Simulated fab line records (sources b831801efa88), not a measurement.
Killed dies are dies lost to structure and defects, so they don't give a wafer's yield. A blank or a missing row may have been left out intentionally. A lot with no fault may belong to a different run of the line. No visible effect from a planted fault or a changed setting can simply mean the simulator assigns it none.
A lot that was struck, set against a sound lot -- flow sky130 -- 16 steps out of a route of 708
Sound: the wafers L729.3, L729.4, L729.5. Struck: wafer L737.5 (L737.2, L737.3, from the same lot, were not struck and are left out); the cause is given at the end.
Per side, at each step with rows, come the tool, then ch with its chambers, and then its first start. Under that, the readings that differ: sound wafers -- struck wafers -- difference of the means -- sigmas: that difference in standard deviations of wafers without a fault.
alike: words and numbers the same on both sides, and readings whose means are apart by under 2 such deviations; not compared: readings that were withheld, readings missing a value for some wafer, numbers with overlapping values and no deviation given by the record, and bounds like >300 which may hide the same value.
A row with sigmas, a row that says differs or no value, or rows on one side alone: a step with any of these is where the two part. Numbers that don't overlap but have no deviation are shown without sigmas and don't part them. Lack of a reading on every wafer of one side parts them only where that side has two or more wafers.

first, 2 steps without rows for these wafers: SKY_METAL3_PEB_11; SKY_METAL3_DEVELOP_12 (develop time 60 s).
SKY_METAL3_CD_MEAS_13: the cd target is 300 nm.
  sound on cd sem-01, day 37 14:57; struck on cd sem-02, day 39 20:20
  alike: cd nm
SKY_METAL3_OVL_MEAS_14:
  sound on overlay-01, day 37 15:02; struck on overlay-02, day 39 20:26
  alike: METAL3_OVL
SKY_METAL3_DESCUM_15: chemistry O2, time 8 s.
  sound on rie metal-01 ch 0,1, day 37 15:05; struck on rie metal-02 ch 0, day 39 20:28
reading,sound,struck,difference,sigmas
drypump motor current A (A),5.3 5.7 5.3,6.5,+1.1,+2
  alike: oes product au
  not compared: rf hours counter h
SKY_METAL3_ETCH_16: etches BARC in N2/H2, stops on SiO2, time 88.2 s, target depth 60 nm.
  sound on rie metal-01 ch 0,1, day 37 15:08; struck on rie metal-02 ch 0, day 39 20:30
reading,sound,struck,difference,sigmas
drypump motor current A (A),5.3 5.7 5.3,6.4,+1.0,+2
  alike: oes product au, throttle valve pct
  not compared: rf hours counter h
then, 1 step without rows for these wafers: SKY_METAL3_ETCH_17 (etches SiO2 in C4F8/O2/Ar, stops on TiN, time 3.9 s, target depth 15 nm).
SKY_METAL3_METAL_ETCH_18: etches the open film in Cl2/BCl3, stops on SiO2, target depth 845 nm, time 183.1 s.
  sound on rie metal-04 ch 0,1, day 37 15:17; struck on rie metal-01 ch 1, day 39 20:37
reading,sound,struck,difference,sigmas
throttle valve pct (%),22.260 22.268 22.258,22.243,-0.019,-2
  alike: drypump motor current A, oes product au
  not compared: rf hours counter h
SKY_METAL3_STRIP_19: strips in O2/N2.
  sound on plasma asher-01 ch 0,1, day 37 15:26; struck on plasma asher-01 ch 1, day 39 20:48
reading,sound,struck,difference,sigmas
oes product au (a.u.),0.491 0.499 0.500,0.514,+0.017,+3
  alike: drypump motor current A, o2 flow sccm, strip time to endpoint s
  not compared: rf hours counter h
then, 3 steps without rows for these wafers: SKY_METAL3_STRIP_20 (strips in post etch residue remover, time 1200 s); SKY_METAL3_CLEAN_21 (cleans in IPA, time 180 s); SKY_METAL3_CLEAN_22 (cleans in O3/DIW).
SKY_VIA3_HDPCVD_00: deposits SiO2, target thk 1635 nm, time 272.5 s.
  sound on hdpcvd-01 ch 0,1,2, day 37 15:59; struck on hdpcvd-02 ch 0, day 39 21:25
reading,sound,struck,difference,sigmas
sih4 flow sccm (sccm),60.10 60.07 59.85,72.10,+12.09,+67
model.SiO2_of_VIA3_HDPCVD_00.thk nm (nm),1608 1622 1614,1973,+358,
SKY_VIA3_THK_MEAS_01:
  sound on film metro-02, day 37 16:11; struck on film metro-02, day 39 21:36
reading,sound,struck,difference,sigmas
VIA3_HDPCVD_THK (nm),1609 1623 1612,1971,+356,+24
SKY_VIA3_CMP_02: polishes SiO2.
  sound on cmp-01 ch 1,2,3, day 37 16:16; struck on cmp-02 ch 3, day 39 21:45
  alike: motor current A
-- the record jumps here: 7 days lie between the struck wafers' starts before and after (it left off in module VIA3 and takes up again in module PAD_OPEN, whose first step shown is number 708 of the route) --
SKY_PAD_OPEN_PROBE_99:
  sound on prober-02, day 45 01:49; struck on prober-01, day 46 19:07
  alike: defect limited yield, killed_at_M0_to_M3, killed_at_M4_up, killed at contacts, killed at front end, killed at other, killed dies, killed open, killed short, sort_bin_3_pad_short, sort_bin_5_function, sort_bin_6_memory, sort n pass, sort yield pct

== WHERE THEY PART ==
Last at SKY_VIA3_THK_MEAS_01 as far as this record goes, first at SKY_METAL3_DESCUM_15. Later steps at which nothing parts them and some readings are alike: SKY_VIA3_CMP_02, SKY_PAD_OPEN_PROBE_99.

WHY: the cause the simulator had injected
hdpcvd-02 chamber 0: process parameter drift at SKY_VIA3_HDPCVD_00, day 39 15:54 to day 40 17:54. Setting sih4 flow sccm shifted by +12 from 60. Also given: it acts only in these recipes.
